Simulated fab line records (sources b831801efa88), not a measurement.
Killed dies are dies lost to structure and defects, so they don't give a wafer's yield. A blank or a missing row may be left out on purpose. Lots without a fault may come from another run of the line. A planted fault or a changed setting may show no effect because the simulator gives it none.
Which of the tools did it?    flow sky130    Sampling: 14 lots, 42 wafers, 6 of 708 route steps

== WHAT THE GAUGES READ, wafer by wafer ==
SKY_SD_N_CD_MEAS_07: the cd target is 380 nm.
lot   measured      on        cdNm (nm)
L497  day 28 01:09  cdSem-02  380.0 380.6 379.9
L498  day 28 13:19  cdSem-01  381.5 377.1 380.0
L499  day 28 22:20  cdSem-02  378.4 381.3 381.7
L500  day 29 08:13  cdSem-02  380.5 379.3 376.2
L501  day 29 23:44  cdSem-02  378.2 377.0 378.2
L502  day 30 02:12  cdSem-01  381.4 379.0 381.0
L504  day 30 21:27  cdSem-02  380.8 380.5 380.4
L507  day 31 21:05  cdSem-02  387.9 385.8 386.1
L511  day 32 16:07  cdSem-01  441.7 443.9 443.9
L510  day 32 20:11  cdSem-02  378.9 382.3 381.4
L512  day 33 07:41  cdSem-02  436.1 433.3 434.4
L515  day 34 07:09  cdSem-01  378.9 382.1 380.9
L516  day 34 13:44  cdSem-01  380.2 380.4 378.8
L518  day 35 05:47  cdSem-01  376.7 376.3 376.7

SKY_CONTACT_BOW_MEAS_05.
lot   measured      on            CONTACT_BOW (um)
L497  day 30 14:28  filmMetro-03  85 91 77
L498  day 31 02:14  filmMetro-02  87 74 89
L499  day 31 11:00  filmMetro-02  82 90 87
L500  day 31 20:42  filmMetro-03  81 86 73
L501  day 32 12:10  filmMetro-03  82 84 77
L502  day 32 14:20  filmMetro-03  82 72 76
L504  day 33 08:29  filmMetro-03  84 87 68
L507  day 34 08:13  filmMetro-03  84 70 77
L511  day 35 01:52  filmMetro-03  82 78 82
L510  day 35 05:08  filmMetro-03  78 83 79
L512  day 35 16:47  filmMetro-03  77 81 87
L515  day 36 16:43  filmMetro-04  70 81 82
L516  day 36 22:45  filmMetro-04  87 91 91
L518  day 37 15:11  filmMetro-03  92 101 79

SKY_CONTACT_OVL_MEAS_15.
lot   measured      on          CONTACT_OVL (nm)
L497  day 31 18:46  overlay-02  -6 0 -12
L498  day 32 05:45  overlay-01  -6 0 -8
L499  day 32 14:28  overlay-01  -11 -11 -15
L500  day 33 00:18  overlay-01  -8 3 -5
L501  day 33 15:14  overlay-02  0 -3 1
L502  day 33 17:40  overlay-01  -12 -9 -6
L504  day 34 10:38  overlay-02  3 -2 1
L507  day 35 10:52  overlay-02  -6 -7 -2
L511  day 36 04:57  overlay-02  3 -6 -4
L510  day 36 06:59  overlay-02  2 -1 6
L512  day 36 18:44  overlay-01  -3 -11 -8
L515  day 37 19:05  overlay-01  0 -1 6
L516  day 38 00:52  overlay-01  -9 -11 -6
L518  day 38 17:10  overlay-02  -2 4 4

== WHAT TOOL EACH LOT RAN ON (gives the tool, then ch and the chambers of the sampled wafers, and finally the start) ==
lot   SKY_POLY_CUT_STRIP_12                SKY_SD_N_COAT_02                  SKY_SD_N_STRIP_11
L497  plasmaAsher-04 ch 0,1, day 24 09:46  lithoTrack-01 ch 0, day 27 10:20  plasmaAsher-01 ch 0,1, day 28 01:37
L498  plasmaAsher-04 ch 0,1, day 24 21:47  lithoTrack-04 ch 0, day 27 23:16  plasmaAsher-02 ch 1, day 28 13:45
L499  plasmaAsher-04 ch 0,1, day 25 08:13  lithoTrack-03 ch 0, day 28 08:05  plasmaAsher-03 ch 0,1, day 28 22:48
L500  plasmaAsher-02 ch 0,1, day 25 17:56  lithoTrack-04 ch 0, day 28 17:49  plasmaAsher-01 ch 0,1, day 29 08:39
L501  plasmaAsher-04 ch 0,1, day 26 09:59  lithoTrack-04 ch 0, day 29 09:42  plasmaAsher-03 ch 0,1, day 30 00:12
L502  plasmaAsher-04 ch 0,1, day 26 13:22  lithoTrack-04 ch 0, day 29 12:24  plasmaAsher-02 ch 0,1, day 30 02:40
L504  plasmaAsher-03 ch 0,1, day 27 08:47  lithoTrack-03 ch 0, day 30 07:23  plasmaAsher-02 ch 0,1, day 30 21:55
L507  plasmaAsher-04 ch 0,1, day 28 09:26  lithoTrack-01 ch 0, day 31 07:26  plasmaAsher-01 ch 0,1, day 31 21:33
L511  plasmaAsher-04 ch 0,1, day 29 06:34  lithoTrack-03 ch 0, day 32 02:58  plasmaAsher-03 ch 0,1, day 32 16:34
L510  plasmaAsher-02 ch 0,1, day 29 09:59  lithoTrack-01 ch 0, day 32 06:14  plasmaAsher-01 ch 0,1, day 32 20:39
L512  plasmaAsher-03 ch 0,1, day 29 20:25  lithoTrack-03 ch 0, day 32 17:17  plasmaAsher-02 ch 0,1, day 33 08:09
L515  plasmaAsher-03 ch 0,1, day 30 22:43  lithoTrack-04 ch 0, day 33 18:12  plasmaAsher-01 ch 0,1, day 34 07:37
L516  plasmaAsher-04 ch 1, day 31 04:38    lithoTrack-04 ch 0, day 34 00:18  plasmaAsher-02 ch 0,1, day 34 14:12
L518  plasmaAsher-02 ch 0,1, day 31 21:52  lithoTrack-01 ch 0, day 34 16:26  plasmaAsher-02 ch 0,1, day 35 06:15
- SKY_POLY_CUT_STRIP_12: strips in O2/N2.
- SKY_SD_N_COAT_02: resist thk 1140 nm.
- SKY_SD_N_STRIP_11: strips in O2/N2.

== WHAT THE TOOLS THEMSELVES READ (means of the sampled wafers that have a number; where no wafer has one, the mark that the record gives instead) ==
SKY_POLY_CUT_STRIP_12.
lot   tool            drypumpMotorCurrentA (A)  oesProductAu (a.u.)  stripTimeToEndpointS (s)
L497  plasmaAsher-04  5.5                       0.454                5.344
L498  plasmaAsher-04  5.5                       0.450                5.339
L499  plasmaAsher-04  5.7                       0.449                5.362
L500  plasmaAsher-02  6.0                       0.454                5.345
L501  plasmaAsher-04  5.5                       0.449                5.343
L502  plasmaAsher-04  5.7                       0.451                5.374
L504  plasmaAsher-03  5.4                       0.453                5.370
L507  plasmaAsher-04  5.5                       0.454                5.342
L511  plasmaAsher-04  5.5                       0.451                5.376
L510  plasmaAsher-02  6.0                       0.450                5.358
L512  plasmaAsher-03  5.2                       0.451                5.349
L515  plasmaAsher-03  5.2                       0.449                5.346
L516  plasmaAsher-04  5.8                       0.449                5.362
L518  plasmaAsher-02  6.0                       0.452                5.345

SKY_SD_N_STRIP_11.
lot   tool            drypumpMotorCurrentA (A)  oesProductAu (a.u.)  stripTimeToEndpointS (s)
L497  plasmaAsher-01  6.4                       0.527                22.56
L498  plasmaAsher-02  5.8                       0.531                22.58
L499  plasmaAsher-03  5.5                       0.524                22.56
L500  plasmaAsher-01  6.4                       0.530                22.54
L501  plasmaAsher-03  5.5                       0.527                22.53
L502  plasmaAsher-02  5.9                       0.525                22.58
L504  plasmaAsher-02  6.0                       0.526                22.52
L507  plasmaAsher-01  6.3                       0.527                22.56
L511  plasmaAsher-03  5.5                       0.462                16.85
L510  plasmaAsher-01  6.3                       0.528                22.58
L512  plasmaAsher-02  6.0                       0.459                16.80
L515  plasmaAsher-01  6.4                       0.529                22.58
L516  plasmaAsher-02  6.0                       0.527                22.57
L518  plasmaAsher-02  5.9                       0.528                22.57

== THE ANSWER, worked out from the rows above alone ==
Rule: the usual values come from the lots themselves. Put in order of their means at a reading, lots are off if they are a third of the lots or fewer, leave a main group of 4 or more, and stand apart from it by a gap of 3 or more times the standard deviation of the main group's means; of several such gaps the widest counts. A main group whose means are all the same, to the digits that the tables above print for the reading, isn't used. A lot without any number at a reading at which 4 lots or more have one is off too. The other lots that the step has rows for count as sound. First the gauges in route order, then the tools' own readings, where a lot's mean is used as printed above. At the first step where some lot is off, the reading lying furthest off is the one used; lots without a number count as furthest.
Off: L511, L512, at SKY_SD_N_CD_MEAS_07 (cdNm). The main group has a mean of 380.2 nm with a standard deviation of 2.3.
A tool fits if, at a process step before that reading, it ran every lot that is off, and no sound lot after the first of them. Not tried: the gauges at SKY_SD_N_CD_MEAS_07; whatever is off there is also off at SKY_SD_N_STRIP_11, on other tools, and gauge error can't account for it. One fits: SKY_SD_N_COAT_02 on lithoTrack-03. A fault onset in the window from L504 (day 30 07:23, its last sound lot) to L511 (day 32 02:58, its first lot off) fits.

== WHAT THE SIMULATOR HAD INSERTED ==
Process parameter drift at SKY_SD_N_COAT_02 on lithoTrack-03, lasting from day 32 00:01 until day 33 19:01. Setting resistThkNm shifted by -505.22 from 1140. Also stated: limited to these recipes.
Struck lots among those shown: L511, L512. The rule above reached the same finding.
